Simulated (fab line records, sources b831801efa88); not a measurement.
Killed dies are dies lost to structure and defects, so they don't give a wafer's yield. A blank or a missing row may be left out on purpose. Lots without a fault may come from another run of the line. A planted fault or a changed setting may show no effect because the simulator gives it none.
fab line records | flow sky130
record lots=14 wafers=42 last_day=50
route steps=708 shown FIELD_ISO@18 PAD_OPEN@708
lots that met no fault: from a run of the same line without faults
start_h: hours from the record's first day to the start of the lot's first wafer shown | wait_h: hours since the lot's step before | " the same as in the row above | L1.1+2: a row that stands for several wafers | - no value, or no start given | * or withheld: withheld | < > ~ a bound
route shown NAME@n: a module of which the file shows steps, and the number in the route of the first | usual: mean/standard deviation of fault-free wafers | same: alike in all rows | chamber/n: place in a boat | sites: the reading at each site | _std_site: their standard deviation | _edge_site: outer sites' mean less inner sites' | radius_mm: how far each site lies from the wafer's centre | mask NAME#n: copy n | behind: the tool/chamber that last shaped the wafer | hold: why the lot was held/for how many hours/how that ended | device: the transistor (n, p or np) that didn't switch | end of line: the same wafers' tests at the end of the route | a step without rows: its recipe alone | killed: dies lost to structure and defects at the first sort, not the wafer's yield | map: a wafer's dies, x killed, . not, _ none there
set.NAME: the setting as run; set.NAME@STEP: as run at that earlier step | model.NAME: the simulator's own value behind a step, which no gauge read
steps of the route over a sample of lots; a table a step, a row a wafer
services: from which hour (start_h, from the record's first day; less than 0 if before it) a tool's chamber was out of use, for how many hours, and why
## steps
# step SKY_FIELD_ISO_ETCH_17
# recipe target_depth_a=3420 mask_material=Si3N4 chemistry=HBr/Cl2/O2 target=Si taper_deg=5 icp_w=600 bias_w=150 pressure_mtorr=15 HBr_flow_sccm=150 Cl2_flow_sccm=40 O2_flow_sccm=6 time_s=97.7
# usual drypump_motor_current_A=5.9/0.54 oes_product_au=1.003/0.0086 throttle_valve_pct=25.654/0.011
# columns lot.wafer tool chamber start_h wait_h drypump_motor_current_A oes_product_au rf_hours_counter_h throttle_valve_pct
L550.3 rie_si-02 2 40.24 0.0 5.2 1.011 5 25.632
L550.4 " 3 " " 6.6 1.010 3 25.661
L550.5 " 3 " " 6.6 1.014 - 25.626
L549.1 rie_si-01 2 41.21 0.1 5.3 1.001 132 25.649
L549.2 " 0 " " 5.5 0.991 1 25.657
L549.5 " 1 " " 6.2 0.993 - 25.670
L551.1 rie_si-02 0 48.76 0.1 6.0 1.004 2 25.642
L551.5 " 0 " " 6.0 1.003 - 25.656
L551.6 " 1 " " 5.6 1.009 - 25.640
L552.1 rie_si-02 1 52.74 0.1 5.6 1.019 2 25.645
L552.4 " 0 " " 5.9 1.002 2 25.650
L552.6 " 3 " " 6.6 1.001 - 25.653
L553.1 rie_si-02 0 58.14 0.1 6.0 1.006 2 25.646
L553.2 " 3 " " 6.6 1.005 3 25.620
L553.3 " 2 " " 5.2 0.999 5 25.643
L554.3 rie_si-01 3 65.54 0.0 6.6 0.999 105 25.662
L554.4 " 1 " " 6.2 1.003 103 25.654
L554.6 " 0 " " 5.5 0.993 - 25.667
L558.1 rie_si-01 0 82.04 0.1 5.5 0.994 1 25.658
L558.2 " 1 " " 6.2 0.996 103 25.684
L558.6 " 2 " " 5.3 0.989 - 25.664
L561.3 rie_si-02 0 95.94 0.0 6.0 1.009 3 25.644
L561.4 " 1 " " 5.6 1.011 3 25.647
L561.6 " 1 " " 5.6 1.013 - 25.640
L562.2 rie_si-01 0 101.86 0.1 5.5 1.001 1 25.647
L562.3 " 2 " " 5.3 0.993 133 25.664
L562.4 " 1 " " 6.2 0.986 104 25.666
L563.1 rie_si-02 2 110.79 0.1 5.2 1.002 5 25.629
L563.4 " 1 " " 5.6 1.001 3 25.641
L563.5 " 0 " " 6.0 1.006 - 25.656
L564.2 rie_si-01 3 114.09 0.1 6.6 1.008 105 25.643
L564.3 " 0 " " 5.5 1.006 2 25.654
L564.6 " 2 " " 5.3 0.997 - 25.661
L565.2 rie_si-02 1 118.31 0.1 5.6 1.017 3 25.656
L565.5 " 0 " " 6.0 1.005 - 25.639
L565.6 " 3 " " 6.7 1.013 - 25.660
L568.2 rie_si-02 2 136.89 0.1 5.2 0.997 6 25.654
L568.3 " 1 " " 5.6 1.013 3 25.654
L568.4 " 2 " " 5.2 1.003 - 25.653
L571.1 rie_si-02 3 150.49 0.1 6.6 1.021 4 25.651
L571.4 " 0 " " 6.0 1.013 3 25.652
L571.6 " 1 " " 5.6 1.010 - 25.653
# step SKY_PAD_OPEN_PROBE_99
# usual killed_at_M0_to_M3=44/7.9 killed_at_M4_up=3.1/1.9 killed_at_contacts=24/4.6 killed_at_front_end=16/4.9 killed_at_other=0.3/0.6 killed_dies=87/9.7 killed_on_rim=17/3.7 killed_open=48/7.2 killed_short=39/5.6
# same gross_dies=492 killed_at_back_side=0
# columns lot.wafer tool chamber start_h wait_h hold killed_at_M0_to_M3 killed_at_M4_up killed_at_contacts killed_at_front_end killed_at_other killed_dies killed_on_rim killed_open killed_short
L550.3 prober-01 - 1074.86 0.2 - 43 4 31 12 0 90 19 58 31
L550.4 prober-01 - 1074.91 0.2 - 35 1 25 17 1 79 17 45 34
L550.5 prober-01 - 1074.96 0.2 - 35 3 28 14 0 80 18 51 27
L549.1 prober-02 - 1086.62 0.1 - 55 2 25 19 0 101 29 50 51
L549.2 prober-02 - 1086.67 0.1 - 45 2 22 14 0 83 15 46 37
L549.5 prober-02 - 1086.82 0.2 - 52 4 26 14 0 96 20 48 48
L551.1 prober-01 - 1088.07 0.1 - 41 8 21 21 0 91 23 40 51
L551.5 prober-01 - 1088.27 0.2 - 49 2 21 13 0 85 17 54 29
L551.6 prober-01 - 1088.32 0.2 - 43 3 15 19 0 80 12 47 32
L552.1 prober-02 - 1097.03 0.1 - 50 5 32 16 0 103 19 56 47
L552.4 prober-02 - 1097.18 0.2 - 65 2 18 11 1 97 22 57 40
L552.6 prober-02 - 1097.28 0.2 - 63 2 20 17 0 102 17 58 44
L553.1 prober-01 - 1101.38 0.1 - 47 1 39 11 0 98 18 57 41
L553.2 prober-01 - 1101.43 0.1 - 39 3 19 14 0 75 10 41 34
L553.3 prober-01 - 1101.48 0.2 - 48 2 31 9 0 90 18 50 40
L554.3 prober-02 - 1110.48 0.2 - 39 2 25 14 0 80 20 47 31
L554.4 prober-02 - 1110.53 0.2 - 37 0 20 16 0 73 17 42 31
L554.6 prober-02 - 1110.63 0.2 - 41 13 30 14 1 99 17 54 45
L558.1 prober-02 - 1131.71 0.1 - 35 1 28 14 0 78 16 50 28
L558.2 prober-02 - 1131.76 0.1 - 55 4 14 17 0 90 14 45 45
L558.6 prober-02 - 1131.96 0.2 - 52 4 22 18 0 96 16 49 47
L561.3 prober-01 - 1184.61 0.2 - 31 3 25 21 0 80 23 49 31
L561.4 prober-01 - 1184.66 0.2 - 49 3 18 23 0 93 24 49 44
L561.6 prober-01 - 1184.76 0.2 - 41 1 29 22 2 95 18 56 39
L564.2 prober-02 - 1185.84 0.1 await_dispo/2.5h/release 30 1 26 16 1 74 12 38 35
L564.3 prober-02 - 1185.89 0.2 await_dispo/2.5h/release 43 5 22 64 0 134 24 44 39
L564.6 prober-02 - 1186.04 0.2 await_dispo/2.5h/release 55 0 30 17 0 102 19 53 49
L563.1 prober-01 - 1186.24 0.1 - 32 4 20 14 0 70 16 37 33
L563.4 prober-01 - 1186.39 0.2 - 46 3 19 16 0 84 17 48 36
L563.5 prober-01 - 1186.44 0.2 - 54 3 24 19 0 100 22 53 47
L562.2 prober-02 - 1187.43 0.1 await_dispo/2.9h/release 31 3 16 65 0 115 26 33 37
L562.3 prober-02 - 1187.48 0.2 await_dispo/2.9h/release 36 2 19 21 0 78 13 45 32
L562.4 prober-02 - 1187.53 0.2 await_dispo/2.9h/release 36 5 23 15 0 79 15 46 33
L568.2 prober-01 - 1189.55 0.1 - 50 4 30 16 0 100 23 56 41
L568.3 prober-01 - 1189.60 0.2 - 54 4 23 11 0 92 13 57 34
L568.4 prober-01 - 1189.65 0.2 - 42 7 24 14 0 87 15 55 32
L565.2 prober-02 - 1190.78 0.1 - 38 3 20 7 1 69 14 35 33
L565.5 prober-02 - 1190.93 0.2 - 55 0 16 11 0 82 18 44 38
L565.6 prober-02 - 1190.98 0.2 - 54 4 16 9 1 84 17 41 43
L571.1 prober-02 - 1193.83 0.1 - 46 4 28 18 2 98 23 56 41
L571.4 prober-02 - 1193.98 0.2 - 59 0 20 15 0 94 11 54 39
L571.6 prober-02 - 1194.08 0.2 - 32 2 22 16 0 72 15 37 35
# killed by level:class
L550.3 CONTACT:geometric_particle:open=15 VIA1:geometric_particle:open=13 LI_CONTACT:geometric_particle:open=10 VIA2:geometric_particle:open=8 METAL2:geometric_particle:short=6 POLY_GATE:geometric_particle:short=4 VIA3:geometric_particle:open=4 LI_CONTACT:geometric_particle:short=3
L550.4 VIA1:geometric_particle:open=11 CONTACT:geometric_particle:open=10 CONTACT:geometric_particle:short=7 VIA1:geometric_particle:short=5 POLY_GATE:geometric_particle:open=4 SPACER:geometric_particle:open=4 LI_CONTACT:geometric_particle:open=4 METAL2:geometric_particle:short=4
L550.5 CONTACT:geometric_particle:open=11 LI_CONTACT:geometric_particle:open=10 VIA1:geometric_particle:open=8 VIA3:geometric_particle:open=7 FIELD_ISO:geometric_particle:open=5 METAL1:geometric_particle:short=5 METAL2:geometric_particle:short=4 POLY_GATE:geometric_particle:open=3
L549.1 VIA1:geometric_particle:open=13 CONTACT:geometric_particle:open=9 METAL1:geometric_particle:short=8 FIELD_ISO:geometric_particle:open=7 VIA2:geometric_particle:open=7 VIA3:geometric_particle:open=6 METAL2:geometric_particle:short=6 CONTACT:geometric_particle:short=5
L549.2 VIA1:geometric_particle:open=10 LI_CONTACT:geometric_particle:open=7 VIA2:geometric_particle:open=6 LOCAL_INTERCONNECT:geometric_particle:short=6 CONTACT:geometric_particle:open=6 VIA3:geometric_particle:open=5 METAL2:geometric_particle:short=5 FIELD_ISO:geometric_particle:short=4
L549.5 CONTACT:geometric_particle:open=11 VIA2:geometric_particle:short=10 VIA1:geometric_particle:open=9 METAL1:geometric_particle:short=6 VIA2:geometric_particle:open=6 LI_CONTACT:geometric_particle:open=5 LOCAL_INTERCONNECT:geometric_particle:short=5 VIA1:geometric_particle:short=4
L551.1 VIA1:geometric_particle:open=14 CONTACT:geometric_particle:short=8 METAL4:geometric_particle:short=7 FIELD_ISO:geometric_particle:short=6 METAL2:geometric_particle:short=6 POLY_GATE:geometric_particle:open=6 LOCAL_INTERCONNECT:geometric_particle:short=5 METAL1:geometric_particle:short=4
L551.5 VIA1:geometric_particle:open=11 CONTACT:geometric_particle:open=9 VIA3:geometric_particle:open=9 VIA2:geometric_particle:open=8 VIA2:geometric_particle:short=5 POLY_GATE:geometric_particle:open=4 LI_CONTACT:geometric_particle:open=4 METAL2:geometric_particle:short=4
L551.6 VIA1:geometric_particle:open=11 POLY_GATE:geometric_particle:open=6 VIA2:geometric_particle:open=6 METAL1:geometric_particle:short=6 VIA3:geometric_particle:open=6 FIELD_ISO:geometric_particle:open=4 FIELD_ISO:geometric_particle:short=4 LOCAL_INTERCONNECT:geometric_particle:short=4
L552.1 LI_CONTACT:geometric_particle:open=12 VIA2:geometric_particle:open=9 VIA1:geometric_particle:open=9 CONTACT:geometric_particle:open=9 METAL2:geometric_particle:short=7 METAL1:geometric_particle:short=6 FIELD_ISO:geometric_particle:short=5 FIELD_ISO:geometric_particle:open=5
L552.4 VIA1:geometric_particle:open=24 METAL2:geometric_particle:short=8 VIA2:geometric_particle:open=8 VIA1:geometric_particle:short=7 LI_CONTACT:geometric_particle:open=6 CONTACT:geometric_particle:short=5 VIA3:geometric_particle:open=5 POLY_GATE:geometric_particle:open=4
L552.6 VIA1:geometric_particle:open=20 VIA2:geometric_particle:open=10 VIA1:geometric_particle:short=8 LI_CONTACT:geometric_particle:open=7 VIA3:geometric_particle:open=7 METAL2:geometric_particle:short=6 FIELD_ISO:geometric_particle:short=5 FIELD_ISO:geometric_particle:open=4
L553.1 LI_CONTACT:geometric_particle:open=11 VIA1:geometric_particle:open=11 CONTACT:geometric_particle:short=8 CONTACT:geometric_particle:open=8 VIA3:geometric_particle:open=8 LI_CONTACT:geometric_particle:short=6 METAL2:geometric_particle:short=5 VIA2:geometric_particle:open=5
L553.2 VIA1:geometric_particle:open=10 CONTACT:geometric_particle:open=7 VIA3:geometric_particle:open=7 FIELD_ISO:geometric_particle:short=5 VIA2:geometric_particle:open=5 LOCAL_INTERCONNECT:geometric_particle:short=4 VIA1:geometric_particle:short=4 METAL3:geometric_particle:short=4
L553.3 CONTACT:geometric_particle:open=12 VIA1:geometric_particle:open=10 LI_CONTACT:geometric_particle:open=8 VIA2:geometric_particle:open=7 LI_CONTACT:geometric_particle:short=6 VIA1:geometric_particle:short=6 VIA3:geometric_particle:open=6 METAL3:geometric_particle:short=6
L554.3 VIA1:geometric_particle:open=14 CONTACT:geometric_particle:open=10 FIELD_ISO:geometric_particle:short=6 LI_CONTACT:geometric_particle:open=5 LOCAL_INTERCONNECT:geometric_particle:short=5 CONTACT:geometric_particle:short=5 VIA3:geometric_particle:open=5 VIA1:geometric_particle:short=4
L554.4 VIA1:geometric_particle:open=10 POLY_GATE:geometric_particle:open=6 LI_CONTACT:geometric_particle:open=6 VIA3:geometric_particle:open=6 VIA1:geometric_particle:short=5 FIELD_ISO:geometric_particle:open=4 LOCAL_INTERCONNECT:geometric_particle:short=4 CONTACT:geometric_particle:open=4
L554.6 CONTACT:geometric_particle:open=14 METAL4:geometric_particle:short=10 VIA1:geometric_particle:open=9 CONTACT:geometric_particle:short=7 VIA3:geometric_particle:open=7 LI_CONTACT:geometric_particle:open=6 METAL2:geometric_particle:short=5 VIA3:geometric_particle:short=5
L558.1 VIA1:geometric_particle:open=11 CONTACT:geometric_particle:open=10 LI_CONTACT:geometric_particle:open=8 METAL1:geometric_particle:short=8 FIELD_ISO:geometric_particle:open=7 CONTACT:geometric_particle:short=4 VIA3:geometric_particle:open=4 SPACER:geometric_particle:open=3
L558.2 VIA1:geometric_particle:open=15 METAL1:geometric_particle:short=10 VIA2:geometric_particle:open=9 CONTACT:geometric_particle:open=6 METAL2:geometric_particle:short=5 FIELD_ISO:geometric_particle:open=4 VIA1:geometric_particle:short=4 VIA3:geometric_particle:short=4
L558.6 VIA1:geometric_particle:open=15 VIA3:geometric_particle:open=8 VIA2:geometric_particle:open=8 POLY_GATE:geometric_particle:short=7 VIA1:geometric_particle:short=6 LI_CONTACT:geometric_particle:short=5 CONTACT:geometric_particle:short=5 CONTACT:geometric_particle:open=5
L561.3 CONTACT:geometric_particle:open=9 VIA2:geometric_particle:open=9 FIELD_ISO:geometric_particle:short=7 FIELD_ISO:geometric_particle:open=7 LOCAL_INTERCONNECT:geometric_particle:short=6 VIA1:geometric_particle:open=6 POLY_GATE:geometric_particle:open=4 LI_CONTACT:geometric_particle:open=4
L561.4 VIA1:geometric_particle:open=10 VIA2:geometric_particle:open=8 CONTACT:geometric_particle:open=8 FIELD_ISO:geometric_particle:short=7 METAL1:geometric_particle:short=7 VIA3:geometric_particle:open=6 FIELD_ISO:geometric_particle:open=5 METAL2:geometric_particle:short=4
L561.6 CONTACT:geometric_particle:open=13 POLY_GATE:geometric_particle:open=9 VIA1:geometric_particle:open=8 POLY_GATE:geometric_particle:short=6 LI_CONTACT:geometric_particle:open=6 VIA2:geometric_particle:open=6 VIA3:geometric_particle:open=6 METAL2:geometric_particle:short=4
L564.2 CONTACT:geometric_particle:open=7 LI_CONTACT:geometric_particle:open=6 CONTACT:geometric_particle:short=5 VIA2:geometric_particle:open=5 METAL3:geometric_particle:short=4 FIELD_ISO:geometric_particle:open=4 LI_CONTACT:geometric_particle:short=4 METAL1:geometric_particle:short=4
L564.3 FIELD_ISO:unspecified=51 VIA2:geometric_particle:open=9 VIA1:geometric_particle:open=9 VIA1:geometric_particle:short=8 CONTACT:geometric_particle:open=8 POLY_GATE:geometric_particle:short=5 LI_CONTACT:geometric_particle:open=5 METAL1:geometric_particle:short=5
L564.6 VIA1:geometric_particle:open=13 CONTACT:geometric_particle:open=11 METAL1:geometric_particle:short=9 CONTACT:geometric_particle:short=7 VIA3:geometric_particle:open=7 METAL2:geometric_particle:short=7 LOCAL_INTERCONNECT:geometric_particle:short=6 FIELD_ISO:geometric_particle:open=5
L563.1 VIA1:geometric_particle:open=9 CONTACT:geometric_particle:open=8 FIELD_ISO:geometric_particle:open=5 CONTACT:geometric_particle:short=5 METAL2:geometric_particle:short=5 FIELD_ISO:geometric_particle:short=4 LI_CONTACT:geometric_particle:open=4 METAL1:geometric_particle:short=4
L563.4 VIA1:geometric_particle:open=10 CONTACT:geometric_particle:open=9 VIA2:geometric_particle:open=7 METAL1:geometric_particle:short=6 VIA1:geometric_particle:short=6 FIELD_ISO:geometric_particle:open=5 LI_CONTACT:geometric_particle:open=4 METAL3:geometric_particle:short=4
L563.5 VIA1:geometric_particle:open=10 VIA3:geometric_particle:open=10 FIELD_ISO:geometric_particle:short=8 LI_CONTACT:geometric_particle:open=8 CONTACT:geometric_particle:open=8 METAL3:geometric_particle:short=6 FIELD_ISO:geometric_particle:open=5 METAL1:geometric_particle:short=4
L562.2 FIELD_ISO:unspecified=45 FIELD_ISO:geometric_particle:short=6 VIA1:geometric_particle:open=6 VIA3:geometric_particle:open=6 POLY_GATE:geometric_particle:short=5 LOCAL_INTERCONNECT:geometric_particle:short=5 CONTACT:geometric_particle:open=5 METAL2:geometric_particle:short=5
L562.3 VIA1:geometric_particle:open=14 LOCAL_INTERCONNECT:geometric_particle:short=8 VIA3:geometric_particle:open=7 FIELD_ISO:geometric_particle:open=6 FIELD_ISO:geometric_particle:short=6 LI_CONTACT:geometric_particle:open=6 POLY_GATE:geometric_particle:open=4 CONTACT:geometric_particle:open=4
L562.4 CONTACT:geometric_particle:open=9 VIA3:geometric_particle:open=8 LI_CONTACT:geometric_particle:open=6 METAL4:geometric_particle:short=5 FIELD_ISO:geometric_particle:open=4 LOCAL_INTERCONNECT:geometric_particle:short=4 VIA1:geometric_particle:short=4 VIA1:geometric_particle:open=4
L568.2 VIA1:geometric_particle:open=21 CONTACT:geometric_particle:open=10 LI_CONTACT:geometric_particle:open=8 FIELD_ISO:geometric_particle:open=5 FIELD_ISO:geometric_particle:short=5 LOCAL_INTERCONNECT:geometric_particle:short=5 VIA1:geometric_particle:short=5 VIA2:geometric_particle:open=5
L568.3 VIA1:geometric_particle:open=14 VIA2:geometric_particle:open=14 CONTACT:geometric_particle:open=9 LI_CONTACT:geometric_particle:open=7 METAL1:geometric_particle:short=6 METAL1:geometric_particle:open=6 FIELD_ISO:geometric_particle:short=4 FIELD_ISO:geometric_particle:open=4
L568.4 VIA2:geometric_particle:open=10 LI_CONTACT:geometric_particle:open=9 VIA1:geometric_particle:open=8 CONTACT:geometric_particle:open=8 METAL4:geometric_particle:short=7 METAL1:geometric_particle:open=5 METAL2:geometric_particle:short=5 FIELD_ISO:geometric_particle:open=4
L565.2 VIA1:geometric_particle:open=11 LI_CONTACT:geometric_particle:open=7 VIA2:geometric_particle:open=7 CONTACT:geometric_particle:open=6 METAL1:geometric_particle:short=4 METAL2:geometric_particle:short=4 VIA3:geometric_particle:short=4 FIELD_ISO:geometric_particle:short=3
L565.5 METAL1:geometric_particle:short=8 VIA1:geometric_particle:open=8 VIA1:geometric_particle:short=7 VIA2:geometric_particle:open=7 METAL3:geometric_particle:short=6 CONTACT:geometric_particle:open=6 LI_CONTACT:geometric_particle:open=5 METAL1:geometric_particle:open=5
L565.6 VIA1:geometric_particle:open=14 METAL1:geometric_particle:short=9 METAL2:geometric_particle:short=6 CONTACT:geometric_particle:open=5 VIA2:geometric_particle:open=5 METAL4:geometric_particle:short=4 LI_CONTACT:geometric_particle:open=4 METAL3:geometric_particle:short=4
L571.1 VIA1:geometric_particle:open=14 CONTACT:geometric_particle:open=12 METAL2:geometric_particle:short=9 LI_CONTACT:geometric_particle:open=7 LOCAL_INTERCONNECT:geometric_particle:short=6 METAL1:geometric_particle:short=5 VIA2:geometric_particle:open=5 VIA3:geometric_particle:open=5
L571.4 VIA1:geometric_particle:open=22 VIA1:geometric_particle:short=9 VIA3:geometric_particle:open=7 CONTACT:geometric_particle:short=6 VIA2:geometric_particle:open=5 METAL2:geometric_particle:short=5 POLY_GATE:geometric_particle:short=4 LI_CONTACT:geometric_particle:open=4
L571.6 VIA1:geometric_particle:open=8 VIA3:geometric_particle:open=6 LOCAL_INTERCONNECT:geometric_particle:short=5 CONTACT:geometric_particle:short=5 METAL1:geometric_particle:short=5 LI_CONTACT:geometric_particle:open=4 CONTACT:geometric_particle:open=4 FIELD_ISO:geometric_particle:open=3
## services
# columns tool chamber start_h hours kind
rie_si-01 1 20.55 1.2 repair
rie_si-01 3 98.47 3.0 repair
rie_si-01 - 117.34 0.4 repair
rie_si-02 0 122.49 15.0 repair
rie_si-01 3 136.62 6.8 repair
## key
first_sign step=SKY_PAD_OPEN_PROBE_99 reading=killed_at_front_end direction=up sigmas=9.9 usual=16 struck=64
effect step=SKY_PAD_OPEN_PROBE_99 reading=killed_dies direction=up sigmas=3.9 usual=87 struck=124
met_at SKY_FIELD_ISO_ETCH_17
struck_lots L562,L564
struck_wafers L562.2,L564.3
tester_left_out L562,L564
onset_between 82.04 101.86
fault kind=chamber_particle_source tool=rie_si-01 chamber=0 onset_h=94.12 steps=SKY_FIELD_ISO_ETCH_17 rate_per_visit_cm2=1.6039 end_h=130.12
# tester_left_out: of these lots the tester's yield and bins aren't shown, on N5 and GAA mostly nor the transistor test; their killed dies are dies lost to structure and defects alone, not to doping, threshold or leakage, so they don't give the yield
